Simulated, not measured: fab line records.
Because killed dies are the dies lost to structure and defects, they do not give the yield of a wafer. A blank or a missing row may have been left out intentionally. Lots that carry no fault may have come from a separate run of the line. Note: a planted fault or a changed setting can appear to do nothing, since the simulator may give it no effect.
Which of the tools did it?	flow gf180mcu	Sampling: 24 lots, 72 wafers, 5 of 602 route steps

WHAT THE GAUGES READ, wafer by wafer
GF_V1_CD_MEAS_14: target cd 260 nm.
lot	measured	on	cd-nm (nm)
L074	day 17 20:11	cd-sem-01	258.0 258.8 259.7
L075	day 18 03:29	cd-sem-01	260.0 259.6 260.5
L076	day 18 15:47	cd-sem-02	260.8 261.4 259.8
L077	day 18 21:40	cd-sem-01	260.2 260.5 258.8
L078	day 19 18:43	cd-sem-02	261.1 259.4 260.1
L079	day 19 19:49	cd-sem-02	258.0 257.3 258.7
L080	day 20 06:52	cd-sem-02	259.8 261.5 260.1
L081	day 20 20:19	cd-sem-02	259.1 259.9 259.8
L082	day 21 18:29	cd-sem-02	260.5 259.5 259.8
L083	day 22 03:49	cd-sem-01	261.1 261.1 261.4
L084	day 22 07:08	cd-sem-01	259.8 259.7 259.3
L085	day 22 20:59	cd-sem-02	259.2 259.3 260.6
L086	day 23 00:43	cd-sem-01	259.9 260.8 261.0
L087	day 23 07:49	cd-sem-02	261.2 261.3 261.3
L089	day 23 14:26	cd-sem-01	262.7 261.3 260.1
L088	day 23 21:26	cd-sem-02	260.2 259.1 259.1
L090	day 24 01:29	cd-sem-02	261.0 259.7 261.1
L092	day 24 14:43	cd-sem-01	259.5 259.7 258.3
L091	day 24 15:55	cd-sem-01	262.2 261.8 261.7
L093	day 25 08:15	cd-sem-02	263.3 262.0 263.4
L094	day 25 10:23	cd-sem-02	260.4 260.8 258.6
L095	day 25 12:01	cd-sem-01	259.6 258.6 259.2
L096	day 25 21:38	cd-sem-01	260.8 261.2 260.4
L097	day 26 05:05	cd-sem-01	259.3 259.7 260.0

GF_M5_OVL_MEAS_08.
lot	measured	on	M5_OVL (nm)
L074	day 26 01:14	overlay-01	7 1 0
L075	day 26 06:09	overlay-02	-2 -4 -2
L076	day 26 18:05	overlay-02	10 17 11
L077	day 26 23:48	overlay-01	-6 -4 -5
L078	day 27 16:05	overlay-01	-3 -6 -1
L079	day 27 17:46	overlay-02	4 -5 0
L080	day 28 02:26	overlay-02	-5 -3 -1
L081	day 28 13:58	overlay-02	-1 8 9
L082	day 29 07:15	overlay-02	8 4 0
L083	day 29 15:38	overlay-01	-2 -2 -2
L084	day 29 17:13	overlay-02	3 -3 4
L085	day 30 06:06	overlay-02	6 8 4
L086	day 30 09:22	overlay-02	0 1 -3
L087	day 30 14:18	overlay-01	-4 -15 -7
L089	day 30 17:51	overlay-02	-1 -3 -5
L088	day 31 00:23	overlay-02	-3 0 -2
L090	day 31 05:03	overlay-02	7 8 11
L092	day 31 14:42	overlay-01	1 -3 -7
L091	day 31 15:24	overlay-01	1 6 0
L093	day 32 03:31	overlay-01	11 10 9
L094	day 32 06:51	overlay-01	16 14 12
L095	day 32 08:33	overlay-01	0 -2 -1
L096	day 32 15:46	overlay-02	-12 -4 -13
L097	day 32 20:28	overlay-01	-1 -6 -5

WHICH TOOL RAN EACH LOT (tool, then ch and the chambers of the sampled wafers, then the start)
lot	GF_V2_SPUTTER_21	GF_V4_CVD_02	GF_MIM_SPUTTER_03
L074	pvd-sputter-04, day 20 00:19	pecvd-04 ch 1,2, day 23 04:38	pvd-sputter-01, day 24 05:59
L075	pvd-sputter-02, day 20 06:14	pecvd-04 ch 0,1,2, day 23 09:04	pvd-sputter-04, day 24 09:53
L076	pvd-sputter-02, day 20 19:55	pecvd-03 ch 0,2, day 23 22:56	pvd-sputter-04, day 24 23:02
L077	pvd-sputter-03, day 21 01:59	pecvd-04 ch 0,2, day 24 04:48	pvd-sputter-01, day 25 05:01
L078	pvd-sputter-02, day 21 22:48	pecvd-03 ch 1,2, day 24 23:04	pvd-sputter-04, day 25 22:50
L079	pvd-sputter-04, day 22 00:01	pecvd-03 ch 1,2, day 25 01:52	pvd-sputter-01, day 26 01:11
L080	pvd-sputter-04, day 22 09:37	pecvd-04 ch 0,1, day 25 09:39	pvd-sputter-01, day 26 09:30
L081	pvd-sputter-02, day 22 22:52	pecvd-02 ch 0,1,2, day 25 21:57	pvd-sputter-01, day 26 20:56
L082	pvd-sputter-04, day 23 20:47	pecvd-04 ch 0,2, day 26 17:31	pvd-sputter-02, day 27 15:52
L083	pvd-sputter-03, day 24 05:11	pecvd-02 ch 0,1,2, day 27 02:02	pvd-sputter-02, day 28 00:16
L084	pvd-sputter-04, day 24 08:22	pecvd-04 ch 0,1,2, day 27 04:35	pvd-sputter-01, day 28 02:26
L085	pvd-sputter-03, day 24 21:50	pecvd-02 ch 0,2, day 27 17:08	pvd-sputter-04, day 28 15:50
L086	pvd-sputter-03, day 25 02:14	pecvd-02 ch 0,1, day 27 21:41	pvd-sputter-01, day 28 19:20
L087	pvd-sputter-03, day 25 08:18	pecvd-04 ch 1,2, day 28 02:59	pvd-sputter-04, day 29 00:46
L089	pvd-sputter-03, day 25 13:10	pecvd-02 ch 1,2, day 28 07:22	pvd-sputter-04, day 29 04:20
L088	pvd-sputter-03, day 25 20:34	pecvd-04 ch 0,1,2, day 28 13:15	pvd-sputter-01, day 29 10:37
L090	pvd-sputter-02, day 26 00:45	pecvd-03 ch 0,1,2, day 28 19:05	pvd-sputter-02, day 29 16:29
L092	pvd-sputter-04, day 26 13:22	pecvd-02 ch 0,1, day 29 05:30	pvd-sputter-04, day 30 02:27
L091	pvd-sputter-04, day 26 14:52	pecvd-03 ch 1,2, day 29 07:03	pvd-sputter-01, day 30 04:02
L093	pvd-sputter-02, day 27 06:04	pecvd-04 ch 0,1, day 29 20:33	pvd-sputter-04, day 30 17:20
L094	pvd-sputter-02, day 27 07:48	pecvd-03 ch 0,2, day 29 22:06	pvd-sputter-04, day 30 19:09
L095	pvd-sputter-04, day 27 11:48	pecvd-03 ch 1,2, day 30 01:48	pvd-sputter-02, day 30 21:40
L096	pvd-sputter-04, day 27 18:34	pecvd-04 ch 0,1,2, day 30 08:35	pvd-sputter-02, day 31 04:16
L097	pvd-sputter-04, day 28 01:01	pecvd-03 ch 0,1,2, day 30 14:39	pvd-sputter-04, day 31 10:45
- GF_V2_SPUTTER_21: material Ti, target thk 15 nm, time 80.02 s.
- GF_V4_CVD_02: deposits SiO2 from TEOS, target thk 850 nm, time 94.851 s.
- GF_MIM_SPUTTER_03: material Ti, target thk 10 nm, time 6.7 s.

AS READ BY THE TOOLS THEMSELVES (means over the sampled wafers that have a number; for cases with no such wafer, the mark the record gives instead)
GF_V2_SPUTTER_21.
lot	tool	throttle-valve-pct (%)
L074	pvd-sputter-04	30.8
L075	pvd-sputter-02	29.3
L076	pvd-sputter-02	29.9
L077	pvd-sputter-03	30.1
L078	pvd-sputter-02	29.7
L079	pvd-sputter-04	31.1
L080	pvd-sputter-04	31.4
L081	pvd-sputter-02	29.8
L082	pvd-sputter-04	30.3
L083	pvd-sputter-03	28.8
L084	pvd-sputter-04	30.9
L085	pvd-sputter-03	30.0
L086	pvd-sputter-03	30.1
L087	pvd-sputter-03	31.0
L089	pvd-sputter-03	28.7
L088	pvd-sputter-03	29.4
L090	pvd-sputter-02	28.4
L092	pvd-sputter-04	30.8
L091	pvd-sputter-04	30.0
L093	pvd-sputter-02	29.0
L094	pvd-sputter-02	29.3
L095	pvd-sputter-04	30.9
L096	pvd-sputter-04	30.9
L097	pvd-sputter-04	30.5

GF_V4_CVD_02.
lot	tool	heater-power-w (W)
L074	pecvd-04	773
L075	pecvd-04	775
L076	pecvd-03	616
L077	pecvd-04	797
L078	pecvd-03	841
L079	pecvd-03	766
L080	pecvd-04	706
L081	pecvd-02	633
L082	pecvd-04	778
L083	pecvd-02	670
L084	pecvd-04	747
L085	pecvd-02	644
L086	pecvd-02	644
L087	pecvd-04	785
L089	pecvd-02	695
L088	pecvd-04	734
L090	pecvd-03	697
L092	pecvd-02	651
L091	pecvd-03	742
L093	pecvd-04	748
L094	pecvd-03	627
L095	pecvd-03	817
L096	pecvd-04	766
L097	pecvd-03	748

GF_MIM_SPUTTER_03.
lot	tool	throttle-valve-pct (%)
L074	pvd-sputter-01	29.0
L075	pvd-sputter-04	29.4
L076	pvd-sputter-04	30.6
L077	pvd-sputter-01	29.6
L078	pvd-sputter-04	30.6
L079	pvd-sputter-01	29.5
L080	pvd-sputter-01	28.6
L081	pvd-sputter-01	28.4
L082	pvd-sputter-02	29.0
L083	pvd-sputter-02	28.8
L084	pvd-sputter-01	29.4
L085	pvd-sputter-04	30.5
L086	pvd-sputter-01	28.4
L087	pvd-sputter-04	31.5
L089	pvd-sputter-04	30.5
L088	pvd-sputter-01	28.9
L090	pvd-sputter-02	28.5
L092	pvd-sputter-04	30.4
L091	pvd-sputter-01	28.8
L093	pvd-sputter-04	30.9
L094	pvd-sputter-04	30.6
L095	pvd-sputter-02	28.5
L096	pvd-sputter-02	28.4
L097	pvd-sputter-04	30.5

THE ANSWER, worked out from the rows above alone
Rule: the usual values come from the lots themselves. Put in order of their means at a reading, lots are off if they are a third of the lots or fewer, leave a main group of 4 or more, and stand apart from it by a gap of 3 or more times the standard deviation of the main group's means; of several such gaps the widest counts. A main group is skipped when, at the precision printed for the reading in the tables above, its means are all equal. Also off: a lot with no number at a reading for which 4 or more lots have one. The other lots that the step has rows for count as sound. Order of review: gauges by route order, followed by the tools' own readings, for which a lot's mean as printed above is used. The first step at which some lot is off is used, and at that step the reading that is off furthest; a lot without a number counts as furthest.
None of the lots is off at any reading shown; this tells nothing.

WHAT HAD BEEN PUT IN BY THE SIMULATOR
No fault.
